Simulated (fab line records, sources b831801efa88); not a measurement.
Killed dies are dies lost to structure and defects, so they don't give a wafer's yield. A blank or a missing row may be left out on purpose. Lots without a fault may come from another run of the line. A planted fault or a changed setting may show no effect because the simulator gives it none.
A struck lot beside a sound one | flow sky130 | 16 steps out of a route of 708
Sound: wafers L350.2, L350.3, L350.5. Struck: wafers L357.3, L357.5, L357.6. The cause comes at the end.
At each step with rows: each side's tool, then ch and its chambers, then its first start. Under that, the readings that differ: sound wafers | struck wafers | difference of the means | sigmas: that difference in standard deviations of wafers without a fault.
alike: readings whose means differ by less than 2 such deviations, and words and numbers that are the same on both sides. not compared: withheld readings, readings that some wafer has no value for, bounds like >300 that may hide the same value, and numbers for which the record gives no deviation and whose values overlap.
The two part at a step that has a row with sigmas, a row that says differs or no value, or rows on one side only. Numbers that don't overlap but have no deviation are shown without sigmas and don't part them. A reading that every wafer of one side lacks parts them only if that side has two wafers or more.

first, 5 steps without rows for these wafers: SKY_SONOS_TUNNEL_COAT_02 (resist thk 1140 nm); SKY_SONOS_TUNNEL_SOFTBAKE_03 (time 60 s); SKY_SONOS_TUNNEL_EXPOSE_04 (exposes mask TUNM, target cd 410 nm); SKY_SONOS_TUNNEL_PEB_05; SKY_SONOS_TUNNEL_DEVELOP_06 (develop time 60 s).
SKY_SONOS_TUNNEL_CD_MEAS_07: target cd 410 nm.
  sound on cd_sem-02, day 13 04:13; struck on cd_sem-02, day 14 20:11
  alike: cd_nm
SKY_SONOS_TUNNEL_OVL_MEAS_08:
  sound on overlay-01, day 13 04:19; struck on overlay-02, day 14 20:16
  reading               | sound       | struck         | difference | sigmas
  SONOS_TUNNEL_OVL (nm) | 3.2 2.9 2.0 | -2.3 -2.7 -1.4 | -4.8       | -3
then, 3 steps without rows for these wafers: SKY_SONOS_TUNNEL_IMPLANT_09; SKY_SONOS_TUNNEL_WET_ETCH_10 (etches SiO2 in dHF, target depth 14 nm, time 280 s); SKY_SONOS_TUNNEL_STRIP_11 (strips in SPM, time 600 s).
SKY_SONOS_TUNNEL_TW_MEAS_12:
  sound on film_metro-03, day 13 04:46; struck on film_metro-03, day 14 20:45
  reading         | sound             | struck            | difference | sigmas
  SONOS_TUNNEL_TW | 198.5 197.8 196.1 | 195.9 195.1 195.7 | -1.9       | -2
then, 1 step without rows for these wafers: SKY_SONOS_TUNNEL_CLEAN_13 (cleans in dHF, time 20 s).
SKY_SONOS_ONO_OXIDATION_00: stabilise 600 s, purge 300 s, target thk 2.6 nm.
  sound on furnace-02 ch 0, day 13 05:55; struck on furnace-01 ch 0, day 14 23:19
  reading                                          | sound             | struck               | difference | sigmas
  spike_tc_bottom_C (C)                            | 815 816 817       | 828 829 828          | +12        | +3
  spike_tc_centre_C (C)                            | 801.7 803.1 801.8 | 805.4 805.8 803.7    | +2.8       | +2
  spike_tc_lower_C (C)                             | 800.5 800.6 801.2 | 803.6 805.5 803.7    | +3.5       | +4
  spike_tc_top_C (C)                               | 809.2 811.3 811.6 | 812.1 812.1 815.4    | +2.5       | +2
  spike_tc_upper_C (C)                             | 801.8 800.6 800.7 | 803.5 804.9 804.2    | +3.2       | +3
  tube_center_temp_C (C)                           | 800.02 800 799.99 | 803.81 803.84 803.87 | +3.84      | +53
  tube_center_temp_C_max                           | 802.2 802.1 801.6 | 805.7 805.6 805.8    | +3.7       | +10
  model.SiO2_of_SONOS_ONO_OXIDATION_00.thk_nm (nm) | 2.581 2.565 2.552 | 2.758 2.742 2.717    | +0.173     |
  alike: zone_power_upper_pct
SKY_SONOS_ONO_THK_MEAS_01:
  sound on film_metro-03, day 13 07:16; struck on film_metro-03, day 15 00:41
  reading                      | sound          | struck         | difference | sigmas
  SONOS_ONO_OXIDATION_THK (nm) | 2.56 2.60 2.57 | 2.71 2.77 2.73 | +0.16      | +3
then, 1 step without rows for these wafers: SKY_SONOS_ONO_CVD_02 (deposits Si3N4 from DCS/NH3, target thk 10.5 nm, time 180 s).
-- the record jumps here: 34 days lie between the struck wafers' starts before and after (it left off in module SONOS_ONO and takes up again in module PAD_OPEN, whose first step shown is number 708 of the route) --
SKY_PAD_OPEN_PROBE_99:
  sound on prober-01, day 46 23:37; struck on prober-02, day 48 13:20
  alike: killed_at_M0_to_M3, killed_at_M4_up, killed_at_contacts, killed_at_front_end, killed_at_other, killed_dies, killed_open, killed_short
  not compared: model.etest.sonos_erased.vt_v

WHERE THEY PART
First at SKY_SONOS_TUNNEL_OVL_MEAS_08; last, within this record, at SKY_SONOS_ONO_THK_MEAS_01. Later steps at which nothing parts them and some readings are alike: SKY_PAD_OPEN_PROBE_99.

WHY: what the simulator had put in
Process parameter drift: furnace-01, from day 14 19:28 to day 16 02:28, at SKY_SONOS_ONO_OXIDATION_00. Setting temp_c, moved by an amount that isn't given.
